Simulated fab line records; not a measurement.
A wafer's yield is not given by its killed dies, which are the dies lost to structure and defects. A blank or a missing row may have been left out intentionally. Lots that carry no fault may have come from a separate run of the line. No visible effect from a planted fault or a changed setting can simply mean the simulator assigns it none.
Split-lot study    flow gf180mcu    route with 602 steps; 5 lots, 23 wafers read

## THE SPLIT ITSELF
At GF_CONTACT_CVD_00 (deposits SiO2, target thk 300 nm, time 50 s), the setting sih4-flow-sccm was moved away from the recipe's 60 sccm on 6 of the 23 wafers read, by -11.3% to +9.4%. All remaining wafers had this setting at the recipe value.

## FROM THE SPLIT TO THE READING: what the file shows between them, 5 steps
- GF_CONTACT_THK_MEAS_01
- GF_CONTACT_SOFTBAKE_10: time 60 s (also split here: temp-c)
- GF_CONTACT_EXPOSE_11: exposes mask Contact, target cd 220 nm
- GF_CONTACT_PEB_12: peb time 88.75 s
- GF_CONTACT_ETCH_16: etches BARC in N2/H2

## THE READING
oes-product-au, in a.u., at GF_CONTACT_ETCH_17 (etches SiO2 in C4F8/O2/Ar, stops on CoSi2, target depth 860 nm). Typical for fault-free wafers on this fab line: 0.814 a.u., with standard deviation 0.0046 a.u.

wafer   tool, chamber at the split  sih4-flow-sccm as run, sccm  against the recipe  oes-product-au, a.u.  against lot-mates on the recipe
L075.1  hdpcvd-01, 1                53.2                         -11.3%              0.796                 -0.025
L075.2  hdpcvd-01, 2                53.2                         -11.3%              0.786                 -0.035
L075.4  hdpcvd-01, 2                60                           recipe              0.824                 -
L075.5  hdpcvd-01, 1                60                           recipe              0.819                 -
L075.6  hdpcvd-01, 0                53.2                         -11.3%              0.792                 -0.029
L082.1  hdpcvd-01, 1                60                           recipe              0.811                 -
L082.2  hdpcvd-01, 0                60                           recipe              0.816                 -
L082.3  hdpcvd-01, 2                60                           recipe              0.807                 -
L082.4  hdpcvd-01, 1                60                           recipe              0.814                 -
L082.5  hdpcvd-01, 2                60                           recipe              0.815                 -
L083.2  hdpcvd-02, 2                60                           recipe              0.816                 -
L083.3  hdpcvd-02, 0                60                           recipe              0.811                 -
L083.4  hdpcvd-02, 1                60                           recipe              0.819                 -
L084.1  hdpcvd-02, 1                65.63                        +9.4%               0.825                 +0.012
L084.2  hdpcvd-02, 2                60                           recipe              0.813                 -
L084.3  hdpcvd-02, 0                65.63                        +9.4%               0.819                 +0.006
L084.4  hdpcvd-02, 0                60                           recipe              0.812                 -
L084.5  hdpcvd-02, 1                65.63                        +9.4%               0.828                 +0.015
L085.1  hdpcvd-01, 2                60                           recipe              0.821                 -
L085.2  hdpcvd-01, 0                60                           recipe              0.816                 -
L085.3  hdpcvd-01, 1                60                           recipe              0.811                 -
L085.4  hdpcvd-01, 0                60                           recipe              0.814                 -
L085.6  hdpcvd-01, 2                60                           recipe              0.820                 -

THE FIT
A straight line over all 23 wafers: oes-product-au changes by +0.00162 a.u. for each +1% of sih4-flow-sccm; r = +0.87; the points scatter about the line by 0.0051 a.u.
The same after taking each lot's own level away (the mean of its wafers on the recipe; 23 wafers): +0.00206 a.u. for each +1%; r = +0.92; scatter 0.0049 a.u.
Per that fit: largest sih4-flow-sccm move, reading shift of 0.023 a.u.
Across the lots, their own levels run from 0.8125 to 0.8215 a.u., a range of 2.0 times the standard deviation given above.
So the slope is not independent of the lot-to-lot level: the two fits are not the same.
Check: for one of the wafers moved furthest among these (-11.3%), held out of the fit, the line's prediction against its lot-mates is -0.0252 a.u. Against them it came out at -0.0255 a.u.

## FURTHER SPLITS ON THESE WAFERS
Before the reading, these wafers also passed through other splits. Each is held against what the fit with the lots' levels taken away leaves over:
other split on the same wafers  wafers away from the commonest value  r with oes-product-au (lot level and that fit taken away)
GF_CONTACT_SOFTBAKE_10 temp-c   10                                    -0.05

## THE WHOLE CHAIN: every reading that the file lists as answering this split, in the file's order
step                    what it does                                                    reading                                                                         change (the file's fit)                    r (the file's)
GF_CONTACT_CVD_00       deposits SiO2, target thk 300 nm, time 50 s                     SiO2_of_CONTACT_CVD_00.thk-nm (the simulator's own value, which no gauge read)  +3.03 nm for each +1% of the setting       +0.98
GF_CONTACT_THK_MEAS_01                                                                  CONTACT_CVD_00_THK                                                              +3.03 for each +1% of the setting          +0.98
GF_CONTACT_ETCH_17      etches SiO2 in C4F8/O2/Ar, stops on CoSi2, target depth 860 nm  oes-product-au                                                                  +0.00208 a.u. for each +1% of the setting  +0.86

## FILE'S OWN FIT
oes-product-au changes by +0.00208 a.u. for each +1% of sih4-flow-sccm, r = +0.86.
